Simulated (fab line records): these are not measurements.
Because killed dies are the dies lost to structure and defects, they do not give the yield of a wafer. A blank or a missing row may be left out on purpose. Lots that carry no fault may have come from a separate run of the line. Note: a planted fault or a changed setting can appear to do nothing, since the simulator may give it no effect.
Problem report in the 8D (eight disciplines) form, filled by code || flow gf180mcu || the parts of the form that need people (team, actions taken, sign-off) are left out

== 1. THE PROBLEM ==
M3_ALCU_RS at GF_M3_RS_MEAS_05 reads a mean of 0.0832 ohm/sq on 1 wafer of 1 lot; wafers without a fault read 0.0697 ohm/sq with a standard deviation of 0.00074. That puts it +18 standard deviations away from the usual mean.
The step: measures by four-point-probe.
First observed at day 25 22:37: wafer L225.3, on film_metro-02. The record holds 39 wafers of 13 lots with a number at this step. By rule, "out" or "out of limits" means more than 4 standard deviations away from the usual mean. Any other wafer with a number is counted as sound.

== 2. WHAT IT IS, WHAT IT ISN'T ==
{"question": "which readings at this step", "is": "M3_ALCU_RS", "is not": "-"}
{"question": "which lots", "is": "L225", "is not": "L211, L213, L215, L218, L219, L220, L221, L222, L229, L230, L232, L234"}
{"question": "which wafers of those lots", "is": "L225.3", "is not": "L225.1, L225.4"}
{"question": "read on which gauges", "is": "film_metro-02", "is not": "film_metro-01, film_metro-04"}
{"question": "when", "is": "from day 25 22:37", "is not": "up to then (26 sound wafers); but 12 sound wafers of L229, L230, L232, L234 came after"}

== 3. THE SUSPECTS, EACH WITH WHAT RULES IT OUT ==
Counting: any tool at a process step up to the reading remains a suspect provided it ran every lot that is out. Sound lots after the first of them don't rule it out here, since some wafers of a struck lot are sound.
- the gauge at GF_M3_RS_MEAS_05: kept. All the wafers that are out were read on film_metro-02, and no step on other tools shows them out.
- pvd_sputter-04 at GF_M3_SPUTTER_02 (material AlCu, target thk 450 nm, time 23.9 s): kept. It processed L225, the lot that is out, at day 25 22:32, and its most recent sound lot before then was L222 at day 25 01:35.
Remaining after the count are pvd_sputter-04 at GF_M3_SPUTTER_02 and film_metro-02 at GF_M3_RS_MEAS_05.

== 4. THE CAUSE (what the simulator had put in) ==
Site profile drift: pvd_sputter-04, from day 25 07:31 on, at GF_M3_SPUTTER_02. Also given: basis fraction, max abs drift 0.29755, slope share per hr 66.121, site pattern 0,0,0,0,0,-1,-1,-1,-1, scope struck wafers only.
After counting, 2 suspects remain, this tool included.

== 5. THE EFFECT CHAIN, in route order ==
One row per reading whose mean, taken over the struck wafers that have a number, lies over 3 standard deviations from the usual. Only readings whose record carries a usual standard deviation are examined. hours: median over the lots of the time between each lot's start at the first step of this table that gives one and its start at this step. sigmas: the change, counted in usual standard deviations.
{"hours": 0, "step": "GF_M3_RS_MEAS_05", "reading": "M3_ALCU_RS", "usual": "0.0697 ohm/sq", "on struck wafers": 0.0832, "change": "+0.0135", "sigmas": "+18"}
{"hours": 0, "step": "GF_M3_THK_MEAS_06", "reading": "M3_ALCU_THK", "usual": "460 nm", "on struck wafers": 403, "change": -57, "sigmas": -12}

== 6. WHAT WOULD HAVE CAUGHT IT SOONER ==
Counted from the fault's start at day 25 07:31, it took 15 hours until the first out-of-limits reading at a measuring or inspecting step in this record, taken at day 25 22:37.
Tool readings at GF_M3_SPUTTER_02 with a usual standard deviation given in the record: none out on any struck wafer, hence no alarm at a limit of 4 standard deviations on them.
By day 25 22:37 the whole set of lots that are out, 1 in number, had already begun GF_M3_SPUTTER_02 on pvd_sputter-04. Holding the tool at that point would not have protected any of them.
